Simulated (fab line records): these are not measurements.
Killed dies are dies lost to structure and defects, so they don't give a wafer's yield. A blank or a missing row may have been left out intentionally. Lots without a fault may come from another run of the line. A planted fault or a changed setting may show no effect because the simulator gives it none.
Struck lot and sound lot, side by side :: flow sky130 :: 23 out of 708 route steps
Sound: the wafers L799.3, L799.4, L799.6. Wafers struck: L806.1, L806.2, L806.3. At the end, the cause is stated.
Per side, at each step with rows, come the tool, then ch with its chambers, and then its first start. Under that, the readings that differ: sound wafers :: struck wafers :: difference of the means :: sigmas: that difference in standard deviations of wafers without a fault.
alike: readings whose means differ by less than 2 such deviations, and words and numbers that are the same on both sides. not compared: withheld readings, readings that some wafer has no value for, bounds like >300 that may hide the same value, and numbers for which the record gives no deviation and whose values overlap.
A row with sigmas, a row that says differs or no value, or rows on one side alone: a step with any of these is where the two part. Numbers that don't overlap but have no deviation are shown without sigmas and don't part them. A reading that every wafer of one side lacks parts them only if that side has two wafers or more.

first, 4 steps without rows for these wafers: SKY_VT_ADJUST_PCH_SOFTBAKE_03; SKY_VT_ADJUST_PCH_EXPOSE_04 (exposes mask NWM, target cd 840 nm); SKY_VT_ADJUST_PCH_PEB_05; SKY_VT_ADJUST_PCH_DEVELOP_06 (develop time 60 s).
SKY_VT_ADJUST_PCH_OVL_MEAS_07:
  struck on overlay-01, day 13 13:02; sound on overlay-01, day 11 03:39
  alike: VT_ADJUST_PCH_OVL
then, 1 step without rows for these wafers: SKY_VT_ADJUST_PCH_IMPLANT_08.
SKY_VT_ADJUST_PCH_STRIP_09: strips in O2/N2.
  sound on plasma asher-03 ch 0,1, day 11 03:52; struck on plasma asher-02 ch 0,1, day 13 13:14
  alike: drypump motor current A, oes product au, strip time to endpoint s
  not compared: rf hours counter h
SKY_VT_ADJUST_PCH_TW_MEAS_10:
  struck on film metro-04, day 13 13:20; sound on film metro-01, day 11 03:57
reading: VT_ADJUST_PCH_TW
sound: 139.7 139.8 139.2
struck: 143.5 144.0 144.2
difference: +4.3
sigmas: +3
then, 4 steps without rows for these wafers: SKY_SONOS_TUNNEL_DEHYDRATE_00 (time 60 s); SKY_SONOS_TUNNEL_HMDS_01 (prime time 60 s); SKY_SONOS_TUNNEL_COAT_02 (resist thk 1140 nm); SKY_SONOS_TUNNEL_SOFTBAKE_03 (time 60 s).
SKY_SONOS_TUNNEL_EXPOSE_04: exposes mask TUNM, target cd 410 nm.
  sound on iline stepper-01 ch 0, day 11 15:28; struck on iline stepper-01 ch 0, day 14 02:27
reading: mask
sound: TUNM#0 TUNM#0 TUNM#0
struck: NWM#0 NWM#0 NWM#0
difference: differs
sigmas: 
then, 2 steps without rows for these wafers: SKY_SONOS_TUNNEL_PEB_05; SKY_SONOS_TUNNEL_DEVELOP_06 (develop time 60 s).
SKY_SONOS_TUNNEL_CD_MEAS_07: the cd target is 410 nm.
  struck on cd sem-01, day 14 15:59; sound on cd sem-01, day 12 03:26
reading: cd nm (nm)
sound: 410.6 409.9 411.1
struck: - - -
difference: no value on the struck wafers
sigmas: 
SKY_SONOS_TUNNEL_OVL_MEAS_08:
  struck on overlay-01, day 14 16:07; sound on overlay-02, day 12 03:32
reading: SONOS_TUNNEL_OVL (nm)
sound: -0.1 -1.3 -1.1
struck: - - -
difference: no value on the struck wafers
sigmas: 
then, 3 steps without rows for these wafers: SKY_SONOS_TUNNEL_IMPLANT_09; SKY_SONOS_TUNNEL_WET_ETCH_10 (etches SiO2 in dHF, target depth 14 nm, time 280 s); SKY_SONOS_TUNNEL_STRIP_11 (strips in SPM, time 600 s).
SKY_SONOS_TUNNEL_TW_MEAS_12:
  struck on film metro-02, day 14 16:44; sound on film metro-04, day 12 03:59
reading: SONOS_TUNNEL_TW
sound: 199.7 199.7 199.8
struck: 29.9 30.1 29.9
difference: -169.8
sigmas: -89
then, 1 step without rows for these wafers: SKY_SONOS_TUNNEL_CLEAN_13 (cleans in dHF, time 20 s).
-- a jump in the record: the struck wafers' starts before and after are 34 days apart (it breaks off in module SONOS_TUNNEL and resumes in module PAD_OPEN, where the first step shown is number 708 of the route) --
SKY_PAD_OPEN_PROBE_99:
  struck on prober-02, day 48 08:19; sound on prober-02, day 46 14:01
reading: killed at front end
sound: 20 18 19
struck: 437 421 436
difference: +412
sigmas: +98

reading: killed dies
sound: 87 81 92
struck: 492 492 492
difference: +405
sigmas: +48

reading: killed on rim
sound: 12 16 19
struck: 96 96 96
difference: +80
sigmas: +22
  alike: killed_at_M0_to_M3, killed_at_M4_up, killed at contacts, killed at other, killed open, killed short

== WHERE THEY PART ==
At SKY_VT_ADJUST_PCH_TW_MEAS_10 first; at SKY_PAD_OPEN_PROBE_99 last (within this record only).

WHY: what had been put in by the simulator
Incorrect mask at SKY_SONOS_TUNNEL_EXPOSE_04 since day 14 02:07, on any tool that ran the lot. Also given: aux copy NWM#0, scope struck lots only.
